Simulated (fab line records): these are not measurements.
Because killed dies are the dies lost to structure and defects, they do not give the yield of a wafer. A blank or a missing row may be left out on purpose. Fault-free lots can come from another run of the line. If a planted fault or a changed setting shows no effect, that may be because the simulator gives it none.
Struck lot and sound lot, side by side    flow sky130    16 out of 708 route steps
Sound: these wafers, L286.2, L286.4, L286.5. Struck: wafer L295.2 (left out: L295.5, a lot-mate that was not struck); the cause follows at the end.
At each step with rows: each side's tool, then ch and its chambers, then its first start. Under that, the readings that differ: sound wafers    struck wafers    difference of the means    sigmas: that difference in standard deviations of wafers without a fault.
alike: a reading whose means differ by less than 2 such deviations, as well as words and numbers matching on both sides. not compared: withheld readings; readings where some wafer has no value; bounds like >300 that might hide an equal value; numbers whose values overlap and for which the record gives no deviation.
The two part at a step that has a row with sigmas, a row that says differs or no value, or rows on one side only. Non-overlapping numbers with no deviation appear without sigmas and do not part them. Lack of a reading on every wafer of one side parts them only where that side has two or more wafers.

first, 1 step without rows for these wafers: SKY_FIELD_ISO_DEVELOP_12 (develop time 60 s).
SKY_FIELD_ISO_CD_MEAS_13 targets a cd of 150 nm.
  sound on cdSem-02, day 3 14:43; struck on cdSem-02, day 5 18:33
  alike: cdNm
SKY_FIELD_ISO_ETCH_14: etches BARC in N2/H2, stops on SiO2, time 45.9 s, target depth 60 nm.
  sound on rieDiel-03 ch 0,1, day 3 14:49; struck on rieDiel-02 ch 1, day 5 18:39
  alike: biasW, chamberPressureMTorr, drypumpMotorCurrentA, oesProductAu, throttleValvePct
  not compared: rfHoursCounterH
SKY_FIELD_ISO_ETCH_15: etches the open film in CHF3/O2, stops on Si, target depth 180 nm, time 72 s.
  sound on rieDiel-03 ch 0,1, day 3 14:52; struck on rieDiel-02 ch 1, day 5 18:41
reading                       sound              struck  difference  sigmas
chamberPressureMTorr (mTorr)  39.97 40.05 40.04  39.91   -0.11       -3
oesProductAu (a.u.)           0.934 0.934 0.943  0.952   +0.015      +2
  alike: biasW, drypumpMotorCurrentA, throttleValvePct
  not compared: rfHoursCounterH
SKY_FIELD_ISO_STRIP_16: strips in O2/N2.
  sound on plasmaAsher-02 ch 0, day 3 14:55; struck on plasmaAsher-01 ch 1, day 5 18:45
reading                   sound           struck  difference  sigmas
drypumpMotorCurrentA (A)  5.35 5.35 5.36  5.89    +0.54       +2
  alike: chamberPressureMTorr, oesProductAu, stripTimeToEndpointS
  not compared: rfHoursCounterH
SKY_FIELD_ISO_ETCH_17: etches Si in HBr/Cl2/O2, target depth 342 nm, time 97.7 s.
  sound on rieSi-01 ch 0,1,2, day 3 15:01; struck on rieSi-01 ch 3, day 5 18:51
reading                    sound           struck  difference  sigmas
heBacksideLeakSccm (sccm)  2.40 3.21 2.97  2.33    -0.53       -2
  alike: biasW, chamberPressureMTorr, drypumpMotorCurrentA, oesProductAu, throttleValvePct
  not compared: rfHoursCounterH
then, 5 steps without rows for these wafers: SKY_FIELD_ISO_WET_ETCH_18 (etches Si3N4 in H3PO4, target depth 25 nm, time 286 s); SKY_FIELD_ISO_CLEAN_19 (cleans in SC1/SC2, time 150 s); SKY_FIELD_ISO_CLEAN_20 (cleans in dHF, time 20 s); SKY_FIELD_ISO_WET_ETCH_21 (etches SiO2 in dHF, target depth 20 nm, time 400 s); SKY_FIELD_ISO_OXIDATION_22 (stabilise 600 s, purge 300 s, target thk 10 nm).
SKY_FIELD_ISO_THK_MEAS_23:
  sound on filmMetro-04, day 3 17:49; struck on filmMetro-04, day 5 21:46
  alike: FIELD_ISO_OXIDATION_01_THK
SKY_FIELD_ISO_CVD_24: deposits SiO2, target thk 595 nm, time 99.2 s.
  sound on hdpcvd-02 ch 0,1,2, day 3 17:52; struck on hdpcvd-01 ch 1, day 5 21:49
reading                                    sound            struck  difference  sigmas
model.SiO2_of_FIELD_ISO_CVD_24.thkNm (nm)  596 595.8 588.6  630.4   +36.9       
SKY_FIELD_ISO_THK_MEAS_25:
  sound on filmMetro-01, day 3 17:58; struck on filmMetro-03, day 5 21:54
reading                    sound        struck  difference  sigmas
FIELD_ISO_CVD_24_THK (nm)  596 596 589  631     +37         +6
then, 2 steps without rows for these wafers: SKY_FIELD_ISO_ANNEAL_26 (time 1800 s); SKY_PAD_OPEN_PROBE_99.

## WHERE THEY PART
Last at SKY_FIELD_ISO_THK_MEAS_25 as far as this record goes, first at SKY_FIELD_ISO_ETCH_15.

WHY: whatever the simulator had introduced
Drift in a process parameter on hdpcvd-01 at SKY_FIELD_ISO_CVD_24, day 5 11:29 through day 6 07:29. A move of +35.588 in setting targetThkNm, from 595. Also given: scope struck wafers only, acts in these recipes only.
